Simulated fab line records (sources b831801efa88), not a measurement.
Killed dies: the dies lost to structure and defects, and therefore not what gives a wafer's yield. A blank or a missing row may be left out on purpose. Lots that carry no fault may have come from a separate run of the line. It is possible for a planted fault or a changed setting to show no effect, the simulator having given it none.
fab line records | flow gf180mcu
[record] lots = 6 | wafers = 18 | last_day = 34
route steps=602 shown MVPSD@84 VT_IMPLANT@90
lots with no fault: from the same line, run without faults
start_h: hours from the record's opening day to when the first of the lot's shown wafers began | wait_h: how many hours have passed since the lot's step before this one | " unchanged from the row above | L1.1+2: a single row standing in for several wafers | - no value, or no start given | * or withheld: withheld | < > ~ a bound
route shown NAME@n: NAME is a module with steps in the file, n the number in the route of the first one | usual: mean/standard deviation of fault-free wafers | same: alike in all rows | chamber/n: place in a boat | sites: the reading at each site | _std_site: the standard deviation of these | _edge_site: the outer-site mean with the inner-site mean subtracted | radius_mm: for every site, how far away it sits from the centre of the wafer | mask NAME#n: copy n | behind: the last tool/chamber to shape the wafer | hold: what put the lot on hold/how long, in hours/how the hold closed | device: names the non-switching transistor (n, p or np) | end of line: the route-end tests of the same wafers | a step without rows: its recipe alone | killed: dies that structure and defects cost at the first sort, which is not the same as the wafer's yield | map: shows each die of a wafer: x if killed, . if not, _ if none is there
set.NAME: the run value of the setting; set.NAME@STEP: its run value at that earlier step | model.NAME: the simulator's own value behind a step, which no gauge read
lots at some steps of the route; a table a step, a row a wafer
services: a tool's chamber out of use, with start hour (start_h, from the record's first day; less than 0 if before it), hours out, and reason
[[steps]]
[step GF_MVPSD_DEVELOP_06]
[recipe] wall_angle_deg = 90 | develop_time_s = 60 | dev_temp_c = 23
[step GF_MVPSD_OVL_MEAS_07]
[usual] MVPSD_OVL = -0.7/1.4
lot.wafer | tool       | chamber | start_h | wait_h | MVPSD_OVL[nm]
L919.2    | overlay-01 | -       | 158.63  | -      | -1.4
L919.5    | "          | -       | "       | "      | -2.8
L919.6    | "          | -       | "       | "      | -2.0
L927.4    | overlay-01 | -       | 204.71  | -      | 0.4
L927.5    | "          | -       | "       | "      | -0.2
L927.6    | "          | -       | "       | "      | -0.2
L928.1    | overlay-01 | -       | 213.04  | -      | -0.5
L928.5    | "          | -       | "       | "      | -1.2
L928.6    | "          | -       | "       | "      | -0.2
L929.1    | overlay-01 | -       | 216.72  | -      | -0.9
L929.2    | "          | -       | "       | "      | 0.1
L929.4    | "          | -       | "       | "      | 0.4
L930.1    | overlay-02 | -       | 220.92  | -      | 0.1
L930.3    | "          | -       | "       | "      | -0.6
L930.6    | "          | -       | "       | "      | 0.6
L932.1    | overlay-01 | -       | 233.57  | -      | 1.8
L932.5    | "          | -       | "       | "      | 0.3
L932.6    | "          | -       | "       | "      | 0.0
[step GF_MVPSD_IMPLANT_08]
[recipe] species = B | energy_kev = 170 | dose_cm2 = 1.486e+13 | tilt_deg = 0
[step GF_MVPSD_IMPLANT_09]
[recipe] species = B | energy_kev = 40 | dose_cm2 = 5e+12 | tilt_deg = 0
[step GF_MVPSD_STRIP_10]
[recipe] chemistry = O2/N2 | power_w = 1400 | pressure_mtorr = 1500 | platen_temp_c = 250 | o2_flow_sccm = 3000 | n2_flow_sccm = 300 | overash_fraction = 0.5
[usual] drypump_motor_current_A = 5.8/0.64 | heater_power_w = 308/23 | oes_product_au = 0.722/0.0044 | strip_time_to_endpoint_s = 36.97/0.11
[same] overash_fraction = 0.5
lot.wafer | tool            | chamber | start_h | wait_h | drypump_motor_current_A | heater_power_w | oes_product_au | rf_hours_counter_h | strip_time_to_endpoint_s
L919.2    | plasma_asher-01 | 0       | 158.96  | 0.1    | 6.0                     | 334            | 0.720          | 4                  | 36.86
L919.5    | "               | 0       | "       | "      | 6.0                     | 324            | 0.725          | -                  | 36.97
L919.6    | "               | 1       | "       | "      | 5.5                     | 336            | 0.722          | -                  | 36.94
L927.4    | plasma_asher-03 | 1       | 205.06  | 0.1    | 4.9                     | 273            | 0.713          | -                  | 37.06
L927.5    | "               | 1       | "       | "      | 4.8                     | 282            | 0.723          | -                  | 36.96
L927.6    | "               | 0       | "       | "      | 6.5                     | 313            | 0.717          | -                  | 37.03
L928.1    | plasma_asher-03 | 0       | 213.38  | 0.1    | 6.5                     | 316            | 0.721          | 56                 | 36.99
L928.5    | "               | 0       | "       | "      | 6.5                     | 318            | 0.724          | -                  | 37.02
L928.6    | "               | 1       | "       | "      | 4.8                     | 268            | 0.720          | -                  | 37.04
L929.1    | plasma_asher-02 | 0       | 217.06  | 0.1    | 6.4                     | 326            | 0.720          | 55                 | 36.78
L929.2    | "               | 1       | "       | "      | 5.9                     | 297            | 0.720          | 55                 | 36.87
L929.4    | "               | 0       | "       | "      | 6.4                     | 315            | 0.724          | -                  | 36.83
L930.1    | plasma_asher-01 | 0       | 221.26  | 0.1    | 6.0                     | 325            | 0.720          | 11                 | 37.11
L930.3    | "               | 0       | "       | "      | 6.0                     | 327            | 0.718          | -                  | 37.03
L930.6    | "               | 1       | "       | "      | 5.5                     | 341            | 0.726          | -                  | 37.09
L932.1    | plasma_asher-03 | 1       | 233.91  | 0.1    | 4.9                     | 264            | 0.721          | 58                 | 37.09
L932.5    | "               | 1       | "       | "      | 4.9                     | 271            | 0.724          | -                  | 37.12
L932.6    | "               | 0       | "       | "      | 6.5                     | 314            | 0.720          | -                  | 37.07
[step GF_MVPSD_TW_MEAS_11]
[usual] MVPSD_TW = 551/5
lot.wafer | tool          | chamber | start_h | wait_h | MVPSD_TW
L919.2    | film_metro-02 | -       | 159.07  | 0.1    | 553
L919.5    | "             | -       | "       | "      | 552
L919.6    | "             | -       | "       | "      | 552
L927.4    | film_metro-04 | -       | 205.16  | 0.1    | 549
L927.5    | "             | -       | "       | "      | 551
L927.6    | "             | -       | "       | "      | 551
L928.1    | film_metro-02 | -       | 213.48  | 0.1    | 553
L928.5    | "             | -       | "       | "      | 552
L928.6    | "             | -       | "       | "      | 551
L929.1    | film_metro-02 | -       | 217.16  | 0.1    | 557
L929.2    | "             | -       | "       | "      | 555
L929.4    | "             | -       | "       | "      | 554
L930.1    | film_metro-04 | -       | 221.36  | 0.1    | 553
L930.3    | "             | -       | "       | "      | 554
L930.6    | "             | -       | "       | "      | 553
L932.1    | film_metro-03 | -       | 234.01  | 0.1    | 542
L932.5    | "             | -       | "       | "      | 542
L932.6    | "             | -       | "       | "      | 542
[step GF_VT_IMPLANT_DEHYDRATE_00]
[recipe] temp_c = 200 | time_s = 60
[step GF_VT_IMPLANT_HMDS_01]
[recipe] prime_time_s = 60 | prime_temp_c = 120
[step GF_VT_IMPLANT_COAT_02]
[recipe] resist = NOVOLAK | spin_rpm = 3000 | resist_thk_nm = 1000
[step GF_VT_IMPLANT_SOFTBAKE_03]
[recipe] temp_c = 90 | time_s = 60 | resist = NOVOLAK
[step GF_VT_IMPLANT_EXPOSE_04]
[recipe] mask_id = LVPWELL_LV_AREA | target_cd_nm = 600 | na = 0.6 | source_shape = conventional | sigma_outer = 0.6 | dose_mj = 140
[step GF_VT_IMPLANT_PEB_05]
[recipe] temp_c = withheld | time_s = * | resist = NOVOLAK
[step GF_VT_IMPLANT_DEVELOP_06]
[recipe] develop_time_s = 60 | dev_temp_c = 23
[usual] chill_plate_temp_C = 23.00/0.12 | develop_time_s = 60/0 | developer_temp_C = 22.99/0.11
lot.wafer | tool           | chamber | start_h | wait_h | chill_plate_temp_C | develop_time_s | developer_temp_C
L919.2    | litho_track-04 | 0       | 175.03  | 0.1    | 23.03              | 60             | 23.03
L919.5    | "              | 0       | "       | "      | 23.01              | 60             | 23.10
L919.6    | "              | 0       | "       | "      | 22.99              | 60             | 22.79
L927.4    | litho_track-02 | -       | 222.62  | 0.1    | -                  | -              | -
L927.5    | "              | -       | "       | "      | -                  | -              | -
L927.6    | "              | -       | "       | "      | -                  | -              | -
L928.1    | litho_track-01 | -       | 231.17  | 0.1    | -                  | -              | -
L928.5    | "              | -       | "       | "      | -                  | -              | -
L928.6    | "              | -       | "       | "      | -                  | -              | -
L929.1    | litho_track-01 | 0       | 234.97  | 0.1    | 22.90              | 60             | 23.03
L929.2    | "              | 0       | "       | "      | 23.01              | 60             | 22.98
L929.4    | "              | 0       | "       | "      | 23.20              | 60             | 23.12
L930.1    | litho_track-02 | 0       | 239.09  | 0.1    | 23.21              | 60             | 22.75
L930.3    | "              | 0       | "       | "      | 23.17              | 60             | 22.84
L930.6    | "              | 0       | "       | "      | 23.19              | 60             | 22.91
L932.1    | litho_track-02 | 0       | 252.49  | 0.1    | 22.94              | 60             | 22.98
L932.5    | "              | 0       | "       | "      | 23.05              | 60             | 23.04
L932.6    | "              | 0       | "       | "      | 23.08              | 60             | 23.13
[step GF_VT_IMPLANT_OVL_MEAS_07]
[usual] VT_IMPLANT_OVL = -0.2/1.2
lot.wafer | tool       | chamber | start_h | wait_h | VT_IMPLANT_OVL[nm]
L919.2    | overlay-02 | -       | 175.16  | 0.1    | -1.1
L919.5    | "          | -       | "       | "      | -1.2
L919.6    | "          | -       | "       | "      | 0.3
L927.4    | overlay-02 | -       | 222.71  | 0.1    | -
L927.5    | "          | -       | "       | "      | -
L927.6    | "          | -       | "       | "      | -
L928.1    | overlay-02 | -       | 231.32  | 0.1    | -
L928.5    | "          | -       | "       | "      | -
L928.6    | "          | -       | "       | "      | -
L929.1    | overlay-01 | -       | 235.12  | 0.1    | 0.1
L929.2    | "          | -       | "       | "      | -1.9
L929.4    | "          | -       | "       | "      | -1.0
L930.1    | overlay-02 | -       | 239.24  | 0.1    | -0.3
L930.3    | "          | -       | "       | "      | -1.5
L930.6    | "          | -       | "       | "      | -1.0
L932.1    | overlay-01 | -       | 252.64  | 0.1    | 0.8
L932.5    | "          | -       | "       | "      | -0.1
L932.6    | "          | -       | "       | "      | 1.0
[[services]]
tool            | chamber | start_h | hours | kind
plasma_asher-02 | -       | 145.58  | 3.1   | repair
litho_track-02  | -       | 170.96  | -     | consumable_replace:filter
plasma_asher-03 | -       | 171.99  | 2.8   | pm
plasma_asher-02 | -       | 227.53  | 2.4   | repair
litho_track-02  | -       | 249.37  | -     | consumable_replace:filter
[[key]]
[first_sign] step = GF_VT_IMPLANT_DEVELOP_06 | reading = tool_record | direction = missing
effect none on later readings
met_at GF_VT_IMPLANT_DEVELOP_06
struck_wafers L927.4,L927.5,L927.6,L928.1,L928.5,L928.6
later_rows_left_out L927.4,L927.5,L927.6,L928.1,L928.5,L928.6
sort_left_out L927.4,L927.5,L927.6,L928.1,L928.5,L928.6
tester_left_out L927,L928
[fault] kind = skipped_step_whole | tool = litho_track-01,litho_track-02 | chamber = - | onset_h = 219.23 | steps = GF_VT_IMPLANT_DEVELOP_06 | scope = struck_lots_only
// tester_left_out: of these lots the tester's yield and bins aren't shown, on N5 and GAA mostly nor the transistor test; their killed dies are dies lost to structure and defects alone, not to doping, threshold or leakage, so they don't give the yield
// sort_left_out: the simulated sort isn't trusted on such a fault, so these wafers' sort isn't shown, and their yield isn't known
// later_rows_left_out: the simulator's readings of these wafers behind a module that went badly wrong aren't trusted and aren't shown, but for the sort
